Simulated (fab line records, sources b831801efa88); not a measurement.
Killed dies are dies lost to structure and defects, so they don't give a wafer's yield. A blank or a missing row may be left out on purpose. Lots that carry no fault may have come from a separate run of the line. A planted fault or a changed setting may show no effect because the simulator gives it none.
What tool caused it? :: flow gf180mcu :: 14 lots with 42 wafers sampled at 4 steps, on a route of 602 steps

WHAT THE GAUGES READ, wafer by wafer
GF_V1_RS_MEAS_24: the measuring method here is four-point-probe. Usual: V1_W_RS gives 0.3303 ohm/sq (standard deviation 0.0029).
lot: L699
measured: day 18 14:04
on: film_metro-03
V1_W_RS (ohm/sq): 0.3288 0.3326 0.3274
flag: 

lot: L701
measured: day 19 08:45
on: film_metro-02
V1_W_RS (ohm/sq): 0.3320 0.3293 0.3274
flag: 

lot: L703
measured: day 20 04:33
on: film_metro-02
V1_W_RS (ohm/sq): 0.3305 0.3299 0.3327
flag: 

lot: L704
measured: day 20 12:56
on: film_metro-03
V1_W_RS (ohm/sq): 0.3305 0.3272 0.3307
flag: 

lot: L705
measured: day 21 01:34
on: film_metro-04
V1_W_RS (ohm/sq): 0.3297 0.3327 0.3309
flag: 

lot: L706
measured: day 21 08:02
on: film_metro-03
V1_W_RS (ohm/sq): 0.3349 0.3301 0.3339
flag: 

lot: L711
measured: day 23 00:00
on: film_metro-02
V1_W_RS (ohm/sq): 0.3325 0.3272 0.3322
flag: 

lot: L713
measured: day 23 16:14
on: film_metro-02
V1_W_RS (ohm/sq): 0.3320 0.3314 0.3312
flag: 

lot: L715
measured: day 24 09:52
on: film_metro-02
V1_W_RS (ohm/sq): 0.3292 0.3259 0.3316
flag: 

lot: L716
measured: day 24 17:22
on: film_metro-02
V1_W_RS (ohm/sq): 0.3297 0.3302 0.3322
flag: 

lot: L717
measured: day 25 01:42
on: film_metro-04
V1_W_RS (ohm/sq): 0.3320 0.3292 0.3289
flag: 

lot: L718
measured: day 25 09:29
on: film_metro-04
V1_W_RS (ohm/sq): 0.3338 0.3321 0.3325
flag: 

lot: L719
measured: day 25 16:58
on: film_metro-02
V1_W_RS (ohm/sq): 0.3269 0.3278 0.3253
flag: 

lot: L720
measured: day 26 00:11
on: film_metro-03
V1_W_RS (ohm/sq): 0.3342 0.3295 0.3325
flag: 

WHAT TOOL EACH LOT RAN ON (gives the tool, then ch and the chambers of the sampled wafers, and finally the start)
lot: L699
GF_SALICIDE_RTA_06: rtp_anneal-02 ch 0, day 15 12:55
GF_V1_ETCH_16: rie_diel-04 ch 0,2,3, day 18 13:11
GF_V1_CVD_23: cvd_w-02 ch 0,1, day 18 13:57

lot: L701
GF_SALICIDE_RTA_06: rtp_anneal-01 ch 0, day 16 05:31
GF_V1_ETCH_16: rie_diel-02 ch 1,2,3, day 19 07:50
GF_V1_CVD_23: cvd_w-02 ch 0,1, day 19 08:38

lot: L703
GF_SALICIDE_RTA_06: rtp_anneal-01 ch 0, day 17 00:41
GF_V1_ETCH_16: rie_diel-03 ch 0,1,2, day 20 03:38
GF_V1_CVD_23: cvd_w-02 ch 0,1, day 20 04:26

lot: L704
GF_SALICIDE_RTA_06: rtp_anneal-01 ch 0, day 17 09:25
GF_V1_ETCH_16: rie_diel-02 ch 0,2,3, day 20 12:02
GF_V1_CVD_23: cvd_w-02 ch 0, day 20 12:48

lot: L705
GF_SALICIDE_RTA_06: rtp_anneal-01 ch 0, day 17 20:50
GF_V1_ETCH_16: rie_diel-02 ch 1,3, day 21 00:38
GF_V1_CVD_23: cvd_w-01 ch 0,1, day 21 01:27

lot: L706
GF_SALICIDE_RTA_06: rtp_anneal-01 ch 0, day 18 02:11
GF_V1_ETCH_16: rie_diel-04 ch 1,2, day 21 07:08
GF_V1_CVD_23: cvd_w-02 ch 0,1, day 21 07:56

lot: L711
GF_SALICIDE_RTA_06: rtp_anneal-02 ch 0, day 19 19:28
GF_V1_ETCH_16: rie_diel-04 ch 1,2,3, day 22 23:02
GF_V1_CVD_23: cvd_w-02 ch 0,1, day 22 23:52

lot: L713
GF_SALICIDE_RTA_06: rtp_anneal-02 ch 0, day 20 12:55
GF_V1_ETCH_16: rie_diel-03 ch 0,1, day 23 15:22
GF_V1_CVD_23: cvd_w-02 ch 0,1, day 23 16:08

lot: L715
GF_SALICIDE_RTA_06: rtp_anneal-01 ch 0, day 21 08:31
GF_V1_ETCH_16: rie_diel-03 ch 0,2,3, day 24 08:59
GF_V1_CVD_23: cvd_w-01 ch 0,1, day 24 09:45

lot: L716
GF_SALICIDE_RTA_06: rtp_anneal-01 ch 0, day 21 16:25
GF_V1_ETCH_16: rie_diel-02 ch 1,3, day 24 16:29
GF_V1_CVD_23: cvd_w-01 ch 0,1, day 24 17:15

lot: L717
GF_SALICIDE_RTA_06: rtp_anneal-02 ch 0, day 21 23:55
GF_V1_ETCH_16: rie_diel-02 ch 1,2, day 25 00:44
GF_V1_CVD_23: cvd_w-02 ch 0,1, day 25 01:34

lot: L718
GF_SALICIDE_RTA_06: rtp_anneal-01 ch 0, day 22 10:10
GF_V1_ETCH_16: rie_diel-03 ch 0,1,3, day 25 08:35
GF_V1_CVD_23: cvd_w-01 ch 0,1, day 25 09:22

lot: L719
GF_SALICIDE_RTA_06: rtp_anneal-02 ch 0, day 22 17:29
GF_V1_ETCH_16: rie_diel-03 ch 2,3, day 25 16:02
GF_V1_CVD_23: cvd_w-01 ch 0,1, day 25 16:52

lot: L720
GF_SALICIDE_RTA_06: rtp_anneal-01 ch 0, day 23 00:09
GF_V1_ETCH_16: rie_diel-02 ch 1,2, day 25 23:17
GF_V1_CVD_23: cvd_w-01 ch 0,1, day 26 00:04
- GF_SALICIDE_RTA_06: time 30 s.
- GF_V1_ETCH_16: etches BARC in N2/H2.
- GF_V1_CVD_23: deposits W, target thk 350 nm, time 105.05 s.

WHAT THE TOOLS THEMSELVES READ (means of the sampled wafers that have a number; where no wafer has one, the mark that the record gives instead)
GF_SALICIDE_RTA_06. Usual: chamber_o2_ppm 2.003, standard deviation 0.022; lamp_power_pct 5.29 %, standard deviation 0.2; wafer_temp_C_max 532.0, standard deviation 0.74.
lot: L699
tool: rtp_anneal-02
chamber_o2_ppm: 2.012
lamp_power_pct (%): 5.09
wafer_temp_C_max: 532.8
flag: 

lot: L701
tool: rtp_anneal-01
chamber_o2_ppm: 2.002
lamp_power_pct (%): 5.50
wafer_temp_C_max: 531.6
flag: 

lot: L703
tool: rtp_anneal-01
chamber_o2_ppm: 1.994
lamp_power_pct (%): 5.49
wafer_temp_C_max: 531.6
flag: 

lot: L704
tool: rtp_anneal-01
chamber_o2_ppm: 1.983
lamp_power_pct (%): 4.50
wafer_temp_C_max: 484.0
flag: OFF

lot: L705
tool: rtp_anneal-01
chamber_o2_ppm: 2.026
lamp_power_pct (%): 4.49
wafer_temp_C_max: 484.2
flag: OFF

lot: L706
tool: rtp_anneal-01
chamber_o2_ppm: 2.057
lamp_power_pct (%): 4.50
wafer_temp_C_max: 484.5
flag: OFF

lot: L711
tool: rtp_anneal-02
chamber_o2_ppm: 2.001
lamp_power_pct (%): 5.09
wafer_temp_C_max: 532.5
flag: 

lot: L713
tool: rtp_anneal-02
chamber_o2_ppm: 1.985
lamp_power_pct (%): 5.09
wafer_temp_C_max: 532.6
flag: 

lot: L715
tool: rtp_anneal-01
chamber_o2_ppm: 2.002
lamp_power_pct (%): 5.49
wafer_temp_C_max: 531.4
flag: 

lot: L716
tool: rtp_anneal-01
chamber_o2_ppm: 2.003
lamp_power_pct (%): 5.49
wafer_temp_C_max: 531.1
flag: 

lot: L717
tool: rtp_anneal-02
chamber_o2_ppm: 1.996
lamp_power_pct (%): 5.08
wafer_temp_C_max: 532.3
flag: 

lot: L718
tool: rtp_anneal-01
chamber_o2_ppm: 1.974
lamp_power_pct (%): 5.49
wafer_temp_C_max: 531.3
flag: 

lot: L719
tool: rtp_anneal-02
chamber_o2_ppm: 2.027
lamp_power_pct (%): 5.09
wafer_temp_C_max: 533.3
flag: 

lot: L720
tool: rtp_anneal-01
chamber_o2_ppm: 1.983
lamp_power_pct (%): 5.50
wafer_temp_C_max: 531.2
flag: 

GF_V1_ETCH_16. Usual: drypump_motor_current_A 5.6 A, standard deviation 0.51; oes_product_au 0.855 a.u., standard deviation 0.0047; throttle_valve_pct 13.225 %, standard deviation 0.0088.
lot: L699
tool: rie_diel-04
drypump_motor_current_A (A): 6.0
oes_product_au (a.u.): 0.852
throttle_valve_pct (%): 13.224
flag: 

lot: L701
tool: rie_diel-02
drypump_motor_current_A (A): 5.3
oes_product_au (a.u.): 0.856
throttle_valve_pct (%): 13.230
flag: 

lot: L703
tool: rie_diel-03
drypump_motor_current_A (A): 5.9
oes_product_au (a.u.): 0.855
throttle_valve_pct (%): 13.224
flag: 

lot: L704
tool: rie_diel-02
drypump_motor_current_A (A): 5.2
oes_product_au (a.u.): 0.853
throttle_valve_pct (%): 13.222
flag: 

lot: L705
tool: rie_diel-02
drypump_motor_current_A (A): 5.2
oes_product_au (a.u.): 0.860
throttle_valve_pct (%): 13.215
flag: 

lot: L706
tool: rie_diel-04
drypump_motor_current_A (A): 5.8
oes_product_au (a.u.): 0.857
throttle_valve_pct (%): 13.233
flag: 

lot: L711
tool: rie_diel-04
drypump_motor_current_A (A): 6.0
oes_product_au (a.u.): 0.857
throttle_valve_pct (%): 13.226
flag: 

lot: L713
tool: rie_diel-03
drypump_motor_current_A (A): 5.9
oes_product_au (a.u.): 0.855
throttle_valve_pct (%): 13.235
flag: 

lot: L715
tool: rie_diel-03
drypump_motor_current_A (A): 6.1
oes_product_au (a.u.): 0.857
throttle_valve_pct (%): 13.232
flag: 

lot: L716
tool: rie_diel-02
drypump_motor_current_A (A): 5.6
oes_product_au (a.u.): 0.857
throttle_valve_pct (%): 13.225
flag: 

lot: L717
tool: rie_diel-02
drypump_motor_current_A (A): 5.4
oes_product_au (a.u.): 0.855
throttle_valve_pct (%): 13.230
flag: 

lot: L718
tool: rie_diel-03
drypump_motor_current_A (A): 5.8
oes_product_au (a.u.): 0.852
throttle_valve_pct (%): 13.231
flag: 

lot: L719
tool: rie_diel-03
drypump_motor_current_A (A): 6.1
oes_product_au (a.u.): 0.856
throttle_valve_pct (%): 13.209
flag: 

lot: L720
tool: rie_diel-02
drypump_motor_current_A (A): 5.4
oes_product_au (a.u.): 0.852
throttle_valve_pct (%): 13.224
flag: 

GF_V1_CVD_23. Usual: 861 W for heater_power_w, sd 40.
lot: L699
tool: cvd_w-02
heater_power_w (W): 829
flag: 

lot: L701
tool: cvd_w-02
heater_power_w (W): 844
flag: 

lot: L703
tool: cvd_w-02
heater_power_w (W): 825
flag: 

lot: L704
tool: cvd_w-02
heater_power_w (W): 792
flag: 

lot: L705
tool: cvd_w-01
heater_power_w (W): 891
flag: 

lot: L706
tool: cvd_w-02
heater_power_w (W): 828
flag: 

lot: L711
tool: cvd_w-02
heater_power_w (W): 835
flag: 

lot: L713
tool: cvd_w-02
heater_power_w (W): 841
flag: 

lot: L715
tool: cvd_w-01
heater_power_w (W): 884
flag: 

lot: L716
tool: cvd_w-01
heater_power_w (W): 893
flag: 

lot: L717
tool: cvd_w-02
heater_power_w (W): 826
flag: 

lot: L718
tool: cvd_w-01
heater_power_w (W): 882
flag: 

lot: L719
tool: cvd_w-01
heater_power_w (W): 894
flag: 

lot: L720
tool: cvd_w-01
heater_power_w (W): 879
flag: 

THE ANSWER, worked out from the rows above alone
Rule: a lot is off if the mean of its wafers that have a number lies more than 3 standard deviations from the usual mean. A lot without any number at a reading at which 4 lots or more have one is off too. Where the step has rows for the other lots, those lots are counted as sound. Order of review: gauges by route order, followed by the tools' own readings, for which a lot's mean as printed above is used. The first step at which some lot is off is used, and at that step the reading that is off furthest; a lot without a number counts as furthest.
Off at GF_SALICIDE_RTA_06 (wafer_temp_C_max): L704, L705, L706.
A tool fits if, at that step or a process step before it, it ran every lot that is off, and no sound lot after the first of them. Of those tried, none fits.

WHAT THE SIMULATOR PUT IN
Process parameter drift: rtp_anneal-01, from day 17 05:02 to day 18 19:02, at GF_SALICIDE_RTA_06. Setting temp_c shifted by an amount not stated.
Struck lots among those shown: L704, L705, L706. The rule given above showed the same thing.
